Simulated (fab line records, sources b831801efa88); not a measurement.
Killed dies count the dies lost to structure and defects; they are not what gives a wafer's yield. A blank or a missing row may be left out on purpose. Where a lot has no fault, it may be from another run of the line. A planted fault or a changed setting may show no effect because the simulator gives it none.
Which tool did it? :: flow gf180mcu :: 12 lots, 36 wafers sampled, at 3 steps of a route of 602

== WHAT THE GAUGES READ, wafer by wafer ==
GF_CONTACT_THK_MEAS_01.
lot: L075
measured: day 15 20:57
on: film_metro-04
CONTACT_CVD_00_THK (nm): 303 302 302

lot: L076
measured: day 16 12:55
on: film_metro-01
CONTACT_CVD_00_THK (nm): 298 306 302

lot: L079
measured: day 17 10:20
on: film_metro-01
CONTACT_CVD_00_THK (nm): 302 303 300

lot: L081
measured: day 18 00:40
on: film_metro-03
CONTACT_CVD_00_THK (nm): 307 300 301

lot: L083
measured: day 18 18:58
on: film_metro-03
CONTACT_CVD_00_THK (nm): 305 304 304

lot: L085
measured: day 19 09:45
on: film_metro-04
CONTACT_CVD_00_THK (nm): 309 304 307

lot: L087
measured: day 20 09:56
on: film_metro-03
CONTACT_CVD_00_THK (nm): 305 305 302

lot: L089
measured: day 20 23:13
on: film_metro-01
CONTACT_CVD_00_THK (nm): 300 298 301

lot: L091
measured: day 21 05:04
on: film_metro-04
CONTACT_CVD_00_THK (nm): 306 306 306

lot: L094
measured: day 22 01:33
on: film_metro-03
CONTACT_CVD_00_THK (nm): 303 302 303

lot: L095
measured: day 22 08:43
on: film_metro-01
CONTACT_CVD_00_THK (nm): 305 308 305

lot: L097
measured: day 22 20:00
on: film_metro-03
CONTACT_CVD_00_THK (nm): 306 304 299

== WHAT TOOL EACH LOT RAN ON (gives the tool, then ch and the chambers of the sampled wafers, and finally the start) ==
lot: L075
GF_POLY_GATE_ETCH_12: rie_diel-04 ch 0,2,3, day 9 17:25
GF_SALICIDE_RTA_08: rtp_anneal-01 ch 0, day 15 20:49

lot: L076
GF_POLY_GATE_ETCH_12: rie_diel-03 ch 0,1,3, day 10 05:55
GF_SALICIDE_RTA_08: rtp_anneal-02 ch 0, day 16 12:46

lot: L079
GF_POLY_GATE_ETCH_12: rie_diel-01 ch 1,2, day 11 02:19
GF_SALICIDE_RTA_08: rtp_anneal-01 ch 0, day 17 10:12

lot: L081
GF_POLY_GATE_ETCH_12: rie_diel-03 ch 0,1,3, day 11 11:22
GF_SALICIDE_RTA_08: rtp_anneal-02 ch 0, day 18 00:31

lot: L083
GF_POLY_GATE_ETCH_12: rie_diel-01 ch 2,3, day 12 04:32
GF_SALICIDE_RTA_08: rtp_anneal-02 ch 0, day 18 18:50

lot: L085
GF_POLY_GATE_ETCH_12: rie_diel-01 ch 0,2,3, day 12 15:07
GF_SALICIDE_RTA_08: rtp_anneal-02 ch 0, day 19 09:36

lot: L087
GF_POLY_GATE_ETCH_12: rie_diel-01 ch 1,2, day 13 07:07
GF_SALICIDE_RTA_08: rtp_anneal-02 ch 0, day 20 09:47

lot: L089
GF_POLY_GATE_ETCH_12: rie_diel-01 ch 0,1,2, day 13 22:59
GF_SALICIDE_RTA_08: rtp_anneal-01 ch 0, day 20 23:05

lot: L091
GF_POLY_GATE_ETCH_12: rie_diel-04 ch 0,2,3, day 14 04:32
GF_SALICIDE_RTA_08: rtp_anneal-02 ch 0, day 21 04:55

lot: L094
GF_POLY_GATE_ETCH_12: rie_diel-01 ch 0,1,2, day 14 19:59
GF_SALICIDE_RTA_08: rtp_anneal-02 ch 0, day 22 01:25

lot: L095
GF_POLY_GATE_ETCH_12: rie_diel-04 ch 0,2,3, day 15 06:50
GF_SALICIDE_RTA_08: rtp_anneal-01 ch 0, day 22 08:34

lot: L097
GF_POLY_GATE_ETCH_12: rie_diel-01 ch 0,1,3, day 15 17:04
GF_SALICIDE_RTA_08: rtp_anneal-01 ch 0, day 22 19:52
- GF_POLY_GATE_ETCH_12: etches BARC in N2/H2.
- GF_SALICIDE_RTA_08: time 30 s.

== THE ANSWER, worked out from the rows above alone ==
Rule: what is usual is taken from the lots themselves. The widest of any qualifying gaps counts: lots, ordered by their means at a reading, are off when they make up no more than a third of the lots, leave a main group of 4 or more, and stand apart from it by 3 or more times the standard deviation of that group's means. A main group is skipped when, at the precision printed for the reading in the tables above, its means are all equal. Also off: a lot with no number at a reading for which 4 or more lots have one. Where the step has rows for the other lots, those lots are counted as sound.
No lot is off on any of the readings shown, so nothing can be concluded from this.

== WHAT WAS PUT IN BY THE SIMULATOR ==
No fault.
